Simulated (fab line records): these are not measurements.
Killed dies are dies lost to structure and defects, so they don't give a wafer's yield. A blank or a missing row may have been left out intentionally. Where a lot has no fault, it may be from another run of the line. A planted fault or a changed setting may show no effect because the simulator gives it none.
A struck lot beside a sound one + flow gf180mcu + 43 steps out of a route of 602
Sound: wafers L788.1, L788.2, L788.4. The struck wafers were L797.2, L797.5, L797.6. The cause is named last.
Order at every step that has rows: each side's tool, ch and its chambers, its first start. Under that, the readings that differ: sound wafers + struck wafers + difference of the means + sigmas: that difference in standard deviations of wafers without a fault.
alike: same words and numbers on both sides, and readings whose means sit less than 2 such deviations apart. not compared: any withheld reading, any reading some wafer has no value for, any bound like >300 that may hide the same value, and any number with overlapping values for which the record gives no deviation.
Wherever a step has rows on one side only, a row that says differs or no value, or a row with sigmas, the two part there. When numbers do not overlap yet have no deviation, they are printed without sigmas and do not part them. A reading that every wafer of one side lacks parts them only if that side has two wafers or more.

GF_STI_ETCH_14: etches Si in HBr/Cl2/O2, target depth 360 nm, time 102.9 s.
  sound on rie_si-02 ch 1,2,3, day 3 14:37; struck on rie_si-02 ch 1,2,3, day 5 12:11
  alike: drypump_motor_current_A, oes_product_au, rf_fwd_power_W, throttle_valve_pct
  not compared: rf_hours_counter_h
GF_STI_STRIP_15: strips in O2/N2.
  sound on plasma_asher-03 ch 0,1, day 3 14:42; struck on plasma_asher-04 ch 0,1, day 5 12:16
  alike: drypump_motor_current_A, heater_power_w, oes_product_au, strip_time_to_endpoint_s
  not compared: rf_hours_counter_h
then, 6 steps without rows for these wafers: GF_STI_CLEAN_16 (cleans in dHF, time 25 s); GF_STI_WET_ETCH_17 (etches Si3N4 in H3PO4, target depth 45 nm, time 514 s); GF_STI_CLEAN_18 (cleans in SC1/SC2, time 150 s); GF_STI_CLEAN_19 (cleans in dHF, time 20 s); GF_STI_WET_ETCH_20 (etches SiO2 in dHF, target depth 20 nm, time 400 s); GF_STI_OXIDATION_21 (stabilise 600 s, purge 300 s, target thk 15 nm).
GF_STI_THK_MEAS_22:
  sound: film_metro-02 at day 3 16:16; struck: film_metro-03 at day 5 13:52
  alike: STI_OXIDATION_01_THK
then, 1 step without rows for these wafers: GF_STI_CVD_23 (deposits SiO2, target thk 650 nm, time 108.3 s).
GF_STI_THK_MEAS_24:
  sound: film_metro-03 at day 3 16:25; struck: film_metro-03 at day 5 14:00
| reading             | sound       | struck      | difference | sigmas |
|---------------------|-------------|-------------|------------|--------|
| STI_CVD_23_THK (nm) | 637 635 655 | 667 672 659 | +24        | +2     |
GF_STI_CMP_25: polishes, stops on Si3N4, t overpolish 33 s, target thk 524.6 nm.
  sound on cmp-02 ch 0,2,3, day 3 16:28; struck on cmp-01 ch 2,3, day 5 14:10
  alike: motor_current_A, overpolish_run_s, retaining_ring_pressure_frac, time_to_endpoint_s
GF_STI_WET_ETCH_26: etches SiO2 in dHF, target depth 94 nm, time 188 s.
  sound on wet_bench-02 ch 2, day 3 16:46; struck on wet_bench-02 ch 0, day 5 14:25
then, 3 steps without rows for these wafers: GF_STI_WET_ETCH_27 (etches Si3N4 in H3PO4, target depth 160 nm, time 1825 s); GF_STI_WET_ETCH_28 (etches SiO2 in dHF, target depth 20 nm, time 40 s); GF_STI_OXIDATION_29 (stabilise 600 s, purge 300 s, target thk 10 nm).
GF_STI_THK_MEAS_30:
  sound: film_metro-03 at day 3 18:46; struck: film_metro-04 at day 5 18:04
  alike: STI_OXIDATION_02_THK
then, 8 steps without rows for these wafers: GF_DNWELL_DEHYDRATE_00 (time 60 s); GF_DNWELL_HMDS_01 (prime time 60 s); GF_DNWELL_COAT_02 (resist thk 3000 nm); GF_DNWELL_SOFTBAKE_03; GF_DNWELL_EXPOSE_04 (exposes mask DNWELL, target cd 1700 nm); GF_DNWELL_PEB_05; GF_DNWELL_DEVELOP_06 (develop time 60 s); GF_DNWELL_IMPLANT_07.
GF_DNWELL_STRIP_08: strips in O2/N2.
  sound on plasma_asher-01 ch 0,1, day 4 08:30; struck on plasma_asher-01 ch 0,1, day 6 08:29
  alike: drypump_motor_current_A, heater_power_w, oes_product_au, strip_time_to_endpoint_s
  not compared: rf_hours_counter_h
GF_DNWELL_TW_MEAS_09:
  sound: film_metro-02 at day 4 08:36; struck: film_metro-01 at day 6 08:36
  alike: DNWELL_TW
then, 7 steps without rows for these wafers: GF_NWELL_DEHYDRATE_00 (time 60 s); GF_NWELL_HMDS_01 (prime time 60 s); GF_NWELL_COAT_02 (resist thk 3000 nm); GF_NWELL_SOFTBAKE_03; GF_NWELL_EXPOSE_04 (exposes mask Nwell, target cd 860 nm); GF_NWELL_PEB_05; GF_NWELL_DEVELOP_06 (develop time 60 s).
GF_NWELL_OVL_MEAS_07:
  sound: overlay-02 at day 4 22:40; struck: overlay-02 at day 7 00:25
  alike: NWELL_OVL
then, 2 steps without rows for these wafers: GF_NWELL_IMPLANT_08; GF_NWELL_IMPLANT_09.
GF_NWELL_STRIP_10: strips in O2/N2.
  sound on plasma_asher-04 ch 0,1, day 4 22:59; struck on plasma_asher-02 ch 0,1, day 7 00:44
| reading            | sound       | struck      | difference | sigmas |
|--------------------|-------------|-------------|------------|--------|
| heater_power_w (W) | 425 386 392 | 340 337 344 | -61        | -3     |
  alike: drypump_motor_current_A, oes_product_au, strip_time_to_endpoint_s
  not compared: rf_hours_counter_h
GF_NWELL_TW_MEAS_11:
  sound: film_metro-01 at day 4 23:05; struck: film_metro-04 at day 7 00:51
| reading  | sound          | struck         | difference | sigmas |
|----------|----------------|----------------|------------|--------|
| NWELL_TW | 1578 1568 1569 | 1557 1553 1542 | -21        | -2     |
then, 3 steps without rows for these wafers: GF_LVPWELL_DEHYDRATE_00 (time 60 s); GF_LVPWELL_HMDS_01 (prime time 60 s); GF_LVPWELL_COAT_02 (resist thk 3000 nm).
-- the record jumps here: 26 days lie between the struck wafers' starts before and after (it left off in module LVPWELL and takes up again in module PASSIVATION, whose first step shown is number 602 of the route) --
GF_PASSIVATION_PROBE_99:
  rows exist in the record for the struck wafers here (prober-01, day 33 12:24), but not for the sound ones

WHERE THEY PART
At GF_STI_THK_MEAS_24 first; at GF_PASSIVATION_PROBE_99 last (within this record only).

WHY: the cause the simulator had injected
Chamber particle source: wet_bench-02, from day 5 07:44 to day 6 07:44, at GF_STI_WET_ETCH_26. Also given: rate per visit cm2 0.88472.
